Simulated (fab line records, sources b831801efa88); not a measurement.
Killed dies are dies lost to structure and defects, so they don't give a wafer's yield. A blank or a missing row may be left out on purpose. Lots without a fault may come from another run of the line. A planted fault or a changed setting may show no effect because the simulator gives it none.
Chamber matching | flow gf180mcu | GF_V1_CVD_00 on hdpcvd-02: 3 sister chambers
The step deposits SiO2, target thk 600 nm, time 100 s. 6 wafers are shown with their chamber, then 7 later ones without.

WAFERS WITH THEIR CHAMBER
wafer  | chamber | pressure_mtorr (mTorr)
L443.4 | 1       | 6.010
L443.6 | 0       | 5.992
L445.1 | 0       | 5.986
L445.5 | 2       | 5.988
L449.3 | 2       | 5.978
L449.4 | 1       | 6.001

WAFERS WITHOUT THEIR CHAMBER
wafer  | pressure_mtorr (mTorr)
L449.6 | 5.997
L456.3 | 6.009
L456.5 | 6.000
L456.6 | 6.020
L462.1 | 5.998
L462.3 | 6.005
L462.5 | 6.012

WHICH CHAMBER EACH WENT THROUGH
wafer  | from the rows above          | in truth
L449.6 | can't be placed: 0 or 1 or 2 | 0
L456.3 | 1                            | 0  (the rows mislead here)
L456.5 | can't be placed: 1 or 0 or 2 | 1
L456.6 | 1                            | 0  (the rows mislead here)
L462.1 | can't be placed: 1 or 0 or 2 | 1
L462.3 | 1                            | 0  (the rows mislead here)
L462.5 | 1                            | 1
Placed correctly: 1 of 7. Can't be placed from these rows: 3 (the true chamber is among the candidates in 3). Placed wrongly: 3.
How it was worked out, from the rows above alone: a wafer's distance from a chamber is the root of the sum, over the readings, of the square of ((its reading less the chamber's mean) divided by the reading's scatter). The wafer belongs to the nearest chamber; if the next one is less than 2 further off, it can't be placed. A chamber's mean is the mean of its shown wafers. The scatter: the root of (the sum of the squares of (reading less its chamber's mean) over the shown wafers, divided by (wafers less chambers)).
